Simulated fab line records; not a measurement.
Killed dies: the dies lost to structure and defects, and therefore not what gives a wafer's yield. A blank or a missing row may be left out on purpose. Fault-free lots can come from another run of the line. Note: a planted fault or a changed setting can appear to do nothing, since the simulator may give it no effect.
Split-lot experiment || flow sky130 || on a route of 708 steps: 5 lots, 23 wafers read

## SPLIT DETAILS
At SKY_VIA2_SPUTTER_20 (material TiN, target thk 20 nm, time 80 s), the setting chamber pressure pa was moved away from the recipe's 5 Pa on 20 of the 23 wafers read, by -12.4% to +12.3%. The other wafers ran this setting at the recipe's value.

The reading comes from the split's own step.

## THE READING
TiN_of_VIA2_SPUTTER_20.thk nm (the simulator's own value, which no gauge read), in nm, at SKY_VIA2_SPUTTER_20 (material TiN, target thk 20 nm, time 80 s). The file does not state a usual value for it. Across the 3 wafers here that went through the recipe, the average is 19.97 nm and the standard deviation 0.32 nm.

{"wafer": "L077.1", "tool, chamber at the split": "pvd sputter-01, -", "chamber pressure pa as run, Pa": 4.675, "against the recipe": "-6.5%", "TiN_of_VIA2_SPUTTER_20.thk nm, nm": 21.14, "against lot-mates on the recipe": "no lot-mate on the recipe"}
{"wafer": "L077.2", "tool, chamber at the split": "pvd sputter-01, -", "chamber pressure pa as run, Pa": 4.675, "against the recipe": "-6.5%", "TiN_of_VIA2_SPUTTER_20.thk nm, nm": 21.13, "against lot-mates on the recipe": "no lot-mate on the recipe"}
{"wafer": "L077.4", "tool, chamber at the split": "pvd sputter-01, -", "chamber pressure pa as run, Pa": 4.675, "against the recipe": "-6.5%", "TiN_of_VIA2_SPUTTER_20.thk nm, nm": 20.77, "against lot-mates on the recipe": "no lot-mate on the recipe"}
{"wafer": "L077.5", "tool, chamber at the split": "pvd sputter-01, -", "chamber pressure pa as run, Pa": 4.675, "against the recipe": "-6.5%", "TiN_of_VIA2_SPUTTER_20.thk nm, nm": 21.17, "against lot-mates on the recipe": "no lot-mate on the recipe"}
{"wafer": "L077.6", "tool, chamber at the split": "pvd sputter-01, -", "chamber pressure pa as run, Pa": 4.675, "against the recipe": "-6.5%", "TiN_of_VIA2_SPUTTER_20.thk nm, nm": 21.51, "against lot-mates on the recipe": "no lot-mate on the recipe"}
{"wafer": "L074.1", "tool, chamber at the split": "pvd sputter-01, -", "chamber pressure pa as run, Pa": 5.472, "against the recipe": "+9.4%", "TiN_of_VIA2_SPUTTER_20.thk nm, nm": 18.44, "against lot-mates on the recipe": "no lot-mate on the recipe"}
{"wafer": "L074.2", "tool, chamber at the split": "pvd sputter-01, -", "chamber pressure pa as run, Pa": 5.472, "against the recipe": "+9.4%", "TiN_of_VIA2_SPUTTER_20.thk nm, nm": 17.93, "against lot-mates on the recipe": "no lot-mate on the recipe"}
{"wafer": "L074.3", "tool, chamber at the split": "pvd sputter-01, -", "chamber pressure pa as run, Pa": 5.472, "against the recipe": "+9.4%", "TiN_of_VIA2_SPUTTER_20.thk nm, nm": 18.19, "against lot-mates on the recipe": "no lot-mate on the recipe"}
{"wafer": "L074.4", "tool, chamber at the split": "pvd sputter-01, -", "chamber pressure pa as run, Pa": 5.472, "against the recipe": "+9.4%", "TiN_of_VIA2_SPUTTER_20.thk nm, nm": 18.74, "against lot-mates on the recipe": "no lot-mate on the recipe"}
{"wafer": "L074.6", "tool, chamber at the split": "pvd sputter-01, -", "chamber pressure pa as run, Pa": 5.472, "against the recipe": "+9.4%", "TiN_of_VIA2_SPUTTER_20.thk nm, nm": 18.42, "against lot-mates on the recipe": "no lot-mate on the recipe"}
{"wafer": "L075.1", "tool, chamber at the split": "pvd sputter-01, -", "chamber pressure pa as run, Pa": 5, "against the recipe": "recipe", "TiN_of_VIA2_SPUTTER_20.thk nm, nm": 20.12, "against lot-mates on the recipe": "-"}
{"wafer": "L075.2", "tool, chamber at the split": "pvd sputter-01, -", "chamber pressure pa as run, Pa": 5, "against the recipe": "recipe", "TiN_of_VIA2_SPUTTER_20.thk nm, nm": 19.53, "against lot-mates on the recipe": "-"}
{"wafer": "L075.6", "tool, chamber at the split": "pvd sputter-01, -", "chamber pressure pa as run, Pa": 5, "against the recipe": "recipe", "TiN_of_VIA2_SPUTTER_20.thk nm, nm": 20.27, "against lot-mates on the recipe": "-"}
{"wafer": "L079.1", "tool, chamber at the split": "pvd sputter-02, -", "chamber pressure pa as run, Pa": 5.617, "against the recipe": "+12.3%", "TiN_of_VIA2_SPUTTER_20.thk nm, nm": 18.11, "against lot-mates on the recipe": "no lot-mate on the recipe"}
{"wafer": "L079.2", "tool, chamber at the split": "pvd sputter-02, -", "chamber pressure pa as run, Pa": 5.617, "against the recipe": "+12.3%", "TiN_of_VIA2_SPUTTER_20.thk nm, nm": 17.92, "against lot-mates on the recipe": "no lot-mate on the recipe"}
{"wafer": "L079.4", "tool, chamber at the split": "pvd sputter-02, -", "chamber pressure pa as run, Pa": 5.617, "against the recipe": "+12.3%", "TiN_of_VIA2_SPUTTER_20.thk nm, nm": 18.02, "against lot-mates on the recipe": "no lot-mate on the recipe"}
{"wafer": "L079.5", "tool, chamber at the split": "pvd sputter-02, -", "chamber pressure pa as run, Pa": 5.617, "against the recipe": "+12.3%", "TiN_of_VIA2_SPUTTER_20.thk nm, nm": 18.13, "against lot-mates on the recipe": "no lot-mate on the recipe"}
{"wafer": "L079.6", "tool, chamber at the split": "pvd sputter-02, -", "chamber pressure pa as run, Pa": 5.617, "against the recipe": "+12.3%", "TiN_of_VIA2_SPUTTER_20.thk nm, nm": 17.97, "against lot-mates on the recipe": "no lot-mate on the recipe"}
{"wafer": "L083.1", "tool, chamber at the split": "pvd sputter-01, -", "chamber pressure pa as run, Pa": 4.379, "against the recipe": "-12.4%", "TiN_of_VIA2_SPUTTER_20.thk nm, nm": 22.77, "against lot-mates on the recipe": "no lot-mate on the recipe"}
{"wafer": "L083.2", "tool, chamber at the split": "pvd sputter-01, -", "chamber pressure pa as run, Pa": 4.379, "against the recipe": "-12.4%", "TiN_of_VIA2_SPUTTER_20.thk nm, nm": 21.88, "against lot-mates on the recipe": "no lot-mate on the recipe"}
{"wafer": "L083.4", "tool, chamber at the split": "pvd sputter-01, -", "chamber pressure pa as run, Pa": 4.379, "against the recipe": "-12.4%", "TiN_of_VIA2_SPUTTER_20.thk nm, nm": 22.41, "against lot-mates on the recipe": "no lot-mate on the recipe"}
{"wafer": "L083.5", "tool, chamber at the split": "pvd sputter-01, -", "chamber pressure pa as run, Pa": 4.379, "against the recipe": "-12.4%", "TiN_of_VIA2_SPUTTER_20.thk nm, nm": 22.26, "against lot-mates on the recipe": "no lot-mate on the recipe"}
{"wafer": "L083.6", "tool, chamber at the split": "pvd sputter-01, -", "chamber pressure pa as run, Pa": 4.379, "against the recipe": "-12.4%", "TiN_of_VIA2_SPUTTER_20.thk nm, nm": 21.82, "against lot-mates on the recipe": "no lot-mate on the recipe"}

THE FIT
A straight line over all 23 wafers: TiN_of_VIA2_SPUTTER_20.thk nm changes by -0.172 nm for each +1% of chamber pressure pa; r = -0.99; the points scatter about the line by 0.29 nm.
Too few moved wafers have a lot-mate on the recipe to fit a line with each lot's own level taken away.

## THE FILE'S OWN FIT
TiN_of_VIA2_SPUTTER_20.thk nm changes by -0.172 nm for each +1% of chamber pressure pa, r = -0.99.
